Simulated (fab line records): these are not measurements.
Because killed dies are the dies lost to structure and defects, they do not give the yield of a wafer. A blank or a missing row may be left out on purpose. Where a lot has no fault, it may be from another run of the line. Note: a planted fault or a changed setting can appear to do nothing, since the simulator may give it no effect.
Which tool was responsible? || flow sky130 || Sampling: 11 lots, 33 wafers, 7 of 708 route steps

## WHAT THE GAUGES READ, wafer by wafer
SKY_CONTACT_RS_MEAS_25: measurement is done with a four-point probe. Usual: CONTACT_W_RS gives 0.340 ohm/sq (standard deviation 0.0038).
{"lot": "L510", "measured": "day 31 13:17", "on": "film metro-01", "CONTACT_W_RS (ohm/sq)": "0.338 0.329 0.335", "flag": ""}
{"lot": "L512", "measured": "day 32 05:35", "on": "film metro-01", "CONTACT_W_RS (ohm/sq)": "0.341 0.339 0.342", "flag": ""}
{"lot": "L513", "measured": "day 32 17:10", "on": "film metro-03", "CONTACT_W_RS (ohm/sq)": "0.338 0.340 0.337", "flag": ""}
{"lot": "L514", "measured": "day 32 19:39", "on": "film metro-01", "CONTACT_W_RS (ohm/sq)": "0.339 0.342 0.336", "flag": ""}
{"lot": "L516", "measured": "day 34 01:23", "on": "film metro-01", "CONTACT_W_RS (ohm/sq)": "0.338 0.338 0.338", "flag": ""}
{"lot": "L521", "measured": "day 36 05:55", "on": "film metro-02", "CONTACT_W_RS (ohm/sq)": "0.345 0.345 0.346", "flag": ""}
{"lot": "L526", "measured": "day 36 18:44", "on": "film metro-02", "CONTACT_W_RS (ohm/sq)": "0.345 0.248 0.250", "flag": "OFF"}
{"lot": "L528", "measured": "day 37 12:32", "on": "film metro-01", "CONTACT_W_RS (ohm/sq)": "0.342 0.349 0.342", "flag": ""}
{"lot": "L532", "measured": "day 38 20:19", "on": "film metro-02", "CONTACT_W_RS (ohm/sq)": "0.338 0.332 0.341", "flag": ""}
{"lot": "L531", "measured": "day 38 20:37", "on": "film metro-03", "CONTACT_W_RS (ohm/sq)": "0.336 0.331 0.334", "flag": ""}
{"lot": "L533", "measured": "day 38 23:13", "on": "film metro-03", "CONTACT_W_RS (ohm/sq)": "0.331 0.336 0.331", "flag": ""}

SKY_CONTACT_THK_MEAS_26: measures by xrf. Usual: CONTACT_W_THK gives 345 nm (standard deviation 7.1).
{"lot": "L510", "measured": "day 31 13:23", "on": "film metro-01", "CONTACT_W_THK (nm)": "346 356 350", "flag": ""}
{"lot": "L512", "measured": "day 32 05:42", "on": "film metro-01", "CONTACT_W_THK (nm)": "341 341 338", "flag": ""}
{"lot": "L513", "measured": "day 32 17:17", "on": "film metro-03", "CONTACT_W_THK (nm)": "349 350 352", "flag": ""}
{"lot": "L514", "measured": "day 32 19:46", "on": "film metro-01", "CONTACT_W_THK (nm)": "342 339 343", "flag": ""}
{"lot": "L516", "measured": "day 34 01:30", "on": "film metro-01", "CONTACT_W_THK (nm)": "346 344 346", "flag": ""}
{"lot": "L521", "measured": "day 36 06:02", "on": "film metro-02", "CONTACT_W_THK (nm)": "333 335 330", "flag": ""}
{"lot": "L526", "measured": "day 36 18:51", "on": "film metro-02", "CONTACT_W_THK (nm)": "333 464 458", "flag": "OFF"}
{"lot": "L528", "measured": "day 37 12:39", "on": "film metro-01", "CONTACT_W_THK (nm)": "342 339 344", "flag": ""}
{"lot": "L532", "measured": "day 38 20:25", "on": "film metro-02", "CONTACT_W_THK (nm)": "343 348 341", "flag": ""}
{"lot": "L531", "measured": "day 38 20:43", "on": "film metro-03", "CONTACT_W_THK (nm)": "358 363 357", "flag": ""}
{"lot": "L533", "measured": "day 38 23:20", "on": "film metro-03", "CONTACT_W_THK (nm)": "362 356 362", "flag": ""}

SKY_METAL1_RS_MEAS_05: measurement is done with a four-point probe. Usual: METAL1_ALCU_RS gives 0.1269 ohm/sq (standard deviation 0.0012).
{"lot": "L510", "measured": "day 31 13:54", "on": "film metro-03", "METAL1_ALCU_RS (ohm/sq)": "0.1295 0.1288 0.1274", "flag": ""}
{"lot": "L512", "measured": "day 32 06:13", "on": "film metro-01", "METAL1_ALCU_RS (ohm/sq)": "0.1260 0.1270 0.1292", "flag": ""}
{"lot": "L513", "measured": "day 32 17:47", "on": "film metro-04", "METAL1_ALCU_RS (ohm/sq)": "0.1268 0.1262 0.1268", "flag": ""}
{"lot": "L514", "measured": "day 32 20:16", "on": "film metro-01", "METAL1_ALCU_RS (ohm/sq)": "0.1253 0.1261 0.1269", "flag": ""}
{"lot": "L516", "measured": "day 34 02:01", "on": "film metro-03", "METAL1_ALCU_RS (ohm/sq)": "0.1266 0.1247 0.1253", "flag": ""}
{"lot": "L521", "measured": "day 36 06:32", "on": "film metro-01", "METAL1_ALCU_RS (ohm/sq)": "0.1253 0.1267 0.1282", "flag": ""}
{"lot": "L526", "measured": "day 36 19:21", "on": "film metro-01", "METAL1_ALCU_RS (ohm/sq)": "0.1266 0.1268 0.1280", "flag": ""}
{"lot": "L528", "measured": "day 37 13:10", "on": "film metro-03", "METAL1_ALCU_RS (ohm/sq)": "0.1259 0.1248 0.1253", "flag": ""}
{"lot": "L532", "measured": "day 38 20:56", "on": "film metro-04", "METAL1_ALCU_RS (ohm/sq)": "0.1288 0.1260 0.1278", "flag": ""}
{"lot": "L531", "measured": "day 38 21:14", "on": "film metro-03", "METAL1_ALCU_RS (ohm/sq)": "0.1272 0.1262 0.1271", "flag": ""}
{"lot": "L533", "measured": "day 38 23:51", "on": "film metro-04", "METAL1_ALCU_RS (ohm/sq)": "0.1269 0.1265 0.1276", "flag": ""}

SKY_VIA1_THK_MEAS_01. Usual: VIA1_HDPCVD_THK gives 1034 nm (standard deviation 9.3).
{"lot": "L510", "measured": "day 32 18:00", "on": "film metro-02", "VIA1_HDPCVD_THK (nm)": "1025 1040 1028", "flag": ""}
{"lot": "L512", "measured": "day 33 09:37", "on": "film metro-02", "VIA1_HDPCVD_THK (nm)": "1034 1026 1042", "flag": ""}
{"lot": "L513", "measured": "day 33 21:36", "on": "film metro-02", "VIA1_HDPCVD_THK (nm)": "1044 1029 1031", "flag": ""}
{"lot": "L514", "measured": "day 34 00:23", "on": "film metro-03", "VIA1_HDPCVD_THK (nm)": "1052 1044 1045", "flag": ""}
{"lot": "L516", "measured": "day 35 05:46", "on": "film metro-03", "VIA1_HDPCVD_THK (nm)": "1039 1022 1031", "flag": ""}
{"lot": "L521", "measured": "day 37 09:14", "on": "film metro-02", "VIA1_HDPCVD_THK (nm)": "1042 1026 1036", "flag": ""}
{"lot": "L526", "measured": "day 37 22:13", "on": "film metro-04", "VIA1_HDPCVD_THK (nm)": "1036 1043 1041", "flag": ""}
{"lot": "L528", "measured": "day 38 15:20", "on": "film metro-04", "VIA1_HDPCVD_THK (nm)": "1023 1030 1016", "flag": ""}
{"lot": "L532", "measured": "day 39 22:53", "on": "film metro-03", "VIA1_HDPCVD_THK (nm)": "1045 1025 1029", "flag": ""}
{"lot": "L531", "measured": "day 39 23:08", "on": "film metro-03", "VIA1_HDPCVD_THK (nm)": "1036 1043 1045", "flag": ""}
{"lot": "L533", "measured": "day 40 01:44", "on": "film metro-03", "VIA1_HDPCVD_THK (nm)": "1030 1034 1029", "flag": ""}

## WHAT TOOL EACH LOT RAN ON (gives the tool, then ch and the chambers of the sampled wafers, and finally the start)
{"lot": "L510", "SKY_CONTACT_ETCH_16": "rie diel-03 ch 0,1,2, day 31 12:20", "SKY_CONTACT_CVD_24": "cvd w-01 ch 0,1, day 31 13:10", "SKY_CONTACT_CMP_27": "cmp-02 ch 1,2, day 31 13:28"}
{"lot": "L512", "SKY_CONTACT_ETCH_16": "rie diel-02 ch 0,2,3, day 32 04:41", "SKY_CONTACT_CVD_24": "cvd w-02 ch 0,1, day 32 05:28", "SKY_CONTACT_CMP_27": "cmp-01 ch 1,3, day 32 05:45"}
{"lot": "L513", "SKY_CONTACT_ETCH_16": "rie diel-01 ch 0,2, day 32 16:16", "SKY_CONTACT_CVD_24": "cvd w-01 ch 0, day 32 17:03", "SKY_CONTACT_CMP_27": "cmp-01 ch 0,1,3, day 32 17:23"}
{"lot": "L514", "SKY_CONTACT_ETCH_16": "rie diel-01 ch 0,1,3, day 32 18:46", "SKY_CONTACT_CVD_24": "cvd w-01 ch 0,1, day 32 19:32", "SKY_CONTACT_CMP_27": "cmp-02 ch 0,1, day 32 19:50"}
{"lot": "L516", "SKY_CONTACT_ETCH_16": "rie diel-03 ch 1,2,3, day 34 00:29", "SKY_CONTACT_CVD_24": "cvd w-02 ch 0,1, day 34 01:16", "SKY_CONTACT_CMP_27": "cmp-01 ch 0,2,3, day 34 01:33"}
{"lot": "L521", "SKY_CONTACT_ETCH_16": "rie diel-01 ch 1,2,3, day 36 05:01", "SKY_CONTACT_CVD_24": "cvd w-02 ch 0,1, day 36 05:48", "SKY_CONTACT_CMP_27": "cmp-01 ch 1,2,3, day 36 06:08"}
{"lot": "L526", "SKY_CONTACT_ETCH_16": "rie diel-03 ch 1,3, day 36 17:49", "SKY_CONTACT_CVD_24": "cvd w-01 ch 0,1, day 36 18:37", "SKY_CONTACT_CMP_27": "cmp-02 ch 0,1, day 36 18:55"}
{"lot": "L528", "SKY_CONTACT_ETCH_16": "rie diel-03 ch 0,1, day 37 11:37", "SKY_CONTACT_CVD_24": "cvd w-02 ch 0,1, day 37 12:25", "SKY_CONTACT_CMP_27": "cmp-02 ch 0,3, day 37 12:45"}
{"lot": "L532", "SKY_CONTACT_ETCH_16": "rie diel-01 ch 1,2,3, day 38 19:19", "SKY_CONTACT_CVD_24": "cvd w-02 ch 0,1, day 38 20:12", "SKY_CONTACT_CMP_27": "cmp-01 ch 0,2,3, day 38 20:30"}
{"lot": "L531", "SKY_CONTACT_ETCH_16": "rie diel-02 ch 0,1,3, day 38 19:41", "SKY_CONTACT_CVD_24": "cvd w-02 ch 0,1, day 38 20:30", "SKY_CONTACT_CMP_27": "cmp-01 ch 0,1, day 38 20:48"}
{"lot": "L533", "SKY_CONTACT_ETCH_16": "rie diel-03 ch 1,2, day 38 22:19", "SKY_CONTACT_CVD_24": "cvd w-02 ch 0,1, day 38 23:05", "SKY_CONTACT_CMP_27": "cmp-01 ch 1,2,3, day 38 23:26"}
- SKY_CONTACT_ETCH_16: etches BARC in N2/H2, stops on SiO2, time 45.9 s, target depth 60 nm.
- SKY_CONTACT_CVD_24: deposits W, target thk 340 nm, time 102.12 s.
- SKY_CONTACT_CMP_27: polishes, stops on SiO2, t overpolish 15 s, target thk 0 nm.

## WHAT THE TOOLS THEMSELVES READ (means of the sampled wafers that have a number; where no wafer has one, the mark that the record gives instead)
SKY_CONTACT_ETCH_16. Usual: drypump motor current A 5.6 A, standard deviation 0.42; oes product au 0.854 a.u., standard deviation 0.0043; throttle valve pct 13.225 %, standard deviation 0.0087.
{"lot": "L510", "tool": "rie diel-03", "drypump motor current A (A)": 5.5, "oes product au (a.u.)": 0.853, "throttle valve pct (%)": 13.229, "flag": ""}
{"lot": "L512", "tool": "rie diel-02", "drypump motor current A (A)": 5.5, "oes product au (a.u.)": 0.858, "throttle valve pct (%)": 13.225, "flag": ""}
{"lot": "L513", "tool": "rie diel-01", "drypump motor current A (A)": 5.7, "oes product au (a.u.)": 0.853, "throttle valve pct (%)": 13.220, "flag": ""}
{"lot": "L514", "tool": "rie diel-01", "drypump motor current A (A)": 5.2, "oes product au (a.u.)": 0.852, "throttle valve pct (%)": 13.224, "flag": ""}
{"lot": "L516", "tool": "rie diel-03", "drypump motor current A (A)": 5.5, "oes product au (a.u.)": 0.851, "throttle valve pct (%)": 13.224, "flag": ""}
{"lot": "L521", "tool": "rie diel-01", "drypump motor current A (A)": 5.7, "oes product au (a.u.)": 0.851, "throttle valve pct (%)": 13.234, "flag": ""}
{"lot": "L526", "tool": "rie diel-03", "drypump motor current A (A)": 5.8, "oes product au (a.u.)": 0.854, "throttle valve pct (%)": 13.229, "flag": ""}
{"lot": "L528", "tool": "rie diel-03", "drypump motor current A (A)": 5.6, "oes product au (a.u.)": 0.856, "throttle valve pct (%)": 13.227, "flag": ""}
{"lot": "L532", "tool": "rie diel-01", "drypump motor current A (A)": 5.7, "oes product au (a.u.)": 0.853, "throttle valve pct (%)": 13.226, "flag": ""}
{"lot": "L531", "tool": "rie diel-02", "drypump motor current A (A)": 5.8, "oes product au (a.u.)": 0.850, "throttle valve pct (%)": 13.228, "flag": ""}
{"lot": "L533", "tool": "rie diel-03", "drypump motor current A (A)": 5.4, "oes product au (a.u.)": 0.856, "throttle valve pct (%)": 13.218, "flag": ""}

SKY_CONTACT_CVD_24. Usual: heater power w at 859 W, with a standard deviation of 90.
{"lot": "L510", "tool": "cvd w-01", "heater power w (W)": 927, "flag": ""}
{"lot": "L512", "tool": "cvd w-02", "heater power w (W)": 759, "flag": ""}
{"lot": "L513", "tool": "cvd w-01", "heater power w (W)": 927, "flag": ""}
{"lot": "L514", "tool": "cvd w-01", "heater power w (W)": 937, "flag": ""}
{"lot": "L516", "tool": "cvd w-02", "heater power w (W)": 789, "flag": ""}
{"lot": "L521", "tool": "cvd w-02", "heater power w (W)": 783, "flag": ""}
{"lot": "L526", "tool": "cvd w-01", "heater power w (W)": 949, "flag": ""}
{"lot": "L528", "tool": "cvd w-02", "heater power w (W)": 787, "flag": ""}
{"lot": "L532", "tool": "cvd w-02", "heater power w (W)": 773, "flag": ""}
{"lot": "L531", "tool": "cvd w-02", "heater power w (W)": 780, "flag": ""}
{"lot": "L533", "tool": "cvd w-02", "heater power w (W)": 777, "flag": ""}

SKY_CONTACT_CMP_27. Usual: motor current A 11.6 A, standard deviation 0.58; time to endpoint s 81 s, standard deviation 3.6.
{"lot": "L510", "tool": "cmp-02", "motor current A (A)": 11.4, "time to endpoint s (s)": 80, "flag": ""}
{"lot": "L512", "tool": "cmp-01", "motor current A (A)": 12.0, "time to endpoint s (s)": 80, "flag": ""}
{"lot": "L513", "tool": "cmp-01", "motor current A (A)": 11.9, "time to endpoint s (s)": 83, "flag": ""}
{"lot": "L514", "tool": "cmp-02", "motor current A (A)": 11.1, "time to endpoint s (s)": 78, "flag": ""}
{"lot": "L516", "tool": "cmp-01", "motor current A (A)": 11.5, "time to endpoint s (s)": 82, "flag": ""}
{"lot": "L521", "tool": "cmp-01", "motor current A (A)": 12.3, "time to endpoint s (s)": 79, "flag": ""}
{"lot": "L526", "tool": "cmp-02", "motor current A (A)": 11.0, "time to endpoint s (s)": 97, "flag": "OFF"}
{"lot": "L528", "tool": "cmp-02", "motor current A (A)": 11.2, "time to endpoint s (s)": 80, "flag": ""}
{"lot": "L532", "tool": "cmp-01", "motor current A (A)": 12.0, "time to endpoint s (s)": 80, "flag": ""}
{"lot": "L531", "tool": "cmp-01", "motor current A (A)": 11.5, "time to endpoint s (s)": 84, "flag": ""}
{"lot": "L533", "tool": "cmp-01", "motor current A (A)": 11.8, "time to endpoint s (s)": 83, "flag": ""}

## THE ANSWER, worked out from the rows above alone
Rule: take the mean of a lot's wafers that have a number; if it is more than 3 standard deviations from the usual mean, the lot is off. A lot without any number at a reading at which 4 lots or more have one is off too. All remaining lots with rows at the step are treated as sound. After the gauges, taken in route order, come the tools' own readings; for these a lot's mean is taken, as printed above. The first step at which some lot is off is used, and at that step the reading that is off furthest; a lot without a number counts as furthest.
Off: at SKY_CONTACT_RS_MEAS_25 (CONTACT_W_RS), L526.
If a tool, at a process step before that reading, ran all the lots that are off and no sound lot after the first of them, it fits. Not tried: the gauges at SKY_CONTACT_RS_MEAS_25; whatever is off there is also off at SKY_CONTACT_CMP_27, on other tools, and gauge error can't account for it. One candidate fits, namely cvd w-01 at SKY_CONTACT_CVD_24. Its last sound lot is L514 (day 32 19:32), its first lot that is off L526 (day 36 18:37): a fault that began between those two fits.

## WHAT HAD BEEN PUT IN BY THE SIMULATOR
cvd w-01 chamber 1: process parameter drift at SKY_CONTACT_CVD_24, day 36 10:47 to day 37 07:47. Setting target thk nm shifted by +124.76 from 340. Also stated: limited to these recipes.
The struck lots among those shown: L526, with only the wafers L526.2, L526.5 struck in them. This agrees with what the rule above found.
